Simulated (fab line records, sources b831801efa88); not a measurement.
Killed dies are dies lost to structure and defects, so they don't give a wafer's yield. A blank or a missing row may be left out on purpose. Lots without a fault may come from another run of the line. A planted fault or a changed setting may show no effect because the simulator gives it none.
Which tool did it? | flow gf180mcu | 6 lots, 17 wafers sampled, at 3 steps of a route of 602

WHAT THE GAUGES READ, wafer by wafer
GF_NWELL_OVL_MEAS_07.
lot  | measured    | on         | NWELL_OVL (nm)
L870 | day 3 12:36 | overlay-02 | 1.8 2.7 1.4
L872 | day 3 22:41 | overlay-02 | -0.9 -1.8 -0.3
L874 | day 4 11:35 | overlay-01 | 1.7 -0.8 0.1
L884 | day 6 17:39 | overlay-01 | 2.8 2.2
L886 | day 7 05:56 | overlay-01 | -1.4 -0.9 -1.6
L890 | day 8 01:37 | overlay-01 | -0.1 0.8 1.4

WHICH TOOL RAN EACH LOT (tool, then ch and the chambers of the sampled wafers, then the start)
lot  | GF_STI_ETCH_14                  | GF_STI_STRIP_15
L870 | rie_si-02 ch 0,1,2, day 2 07:23 | plasma_asher-01 ch 0,1, day 2 07:27
L872 | rie_si-02 ch 0,3, day 2 16:28   | plasma_asher-04 ch 0,1, day 2 16:32
L874 | rie_si-01 ch 2,3, day 3 04:13   | plasma_asher-01 ch 0,1, day 3 04:20
L884 | rie_si-02 ch 0,3, day 5 06:40   | plasma_asher-01 ch 0,1, day 5 06:44
L886 | rie_si-02 ch 2,3, day 5 19:22   | plasma_asher-01 ch 0,1, day 5 19:28
L890 | rie_si-01 ch 1,2,3, day 6 12:58 | plasma_asher-02 ch 0,1, day 6 13:03
- GF_STI_ETCH_14: etches Si in HBr/Cl2/O2, target depth 360 nm, time 102.9 s.
- GF_STI_STRIP_15: strips in O2/N2.

THE ANSWER, worked out from the rows above alone
Rule: what is usual is taken from the lots themselves. Put in order of their means at a reading, lots are off if they are a third of the lots or fewer, leave a main group of 4 or more, and stand apart from it by a gap of 3 or more times the standard deviation of the main group's means; of several such gaps the widest counts. A main group whose means are all the same, to the digits that the tables above print for the reading, isn't used. A lot without any number at a reading at which 4 lots or more have one is off too. The other lots that the step has rows for count as sound.
No lot is off at any reading shown: from this, nothing can be told.

WHAT THE SIMULATOR HAD PUT IN
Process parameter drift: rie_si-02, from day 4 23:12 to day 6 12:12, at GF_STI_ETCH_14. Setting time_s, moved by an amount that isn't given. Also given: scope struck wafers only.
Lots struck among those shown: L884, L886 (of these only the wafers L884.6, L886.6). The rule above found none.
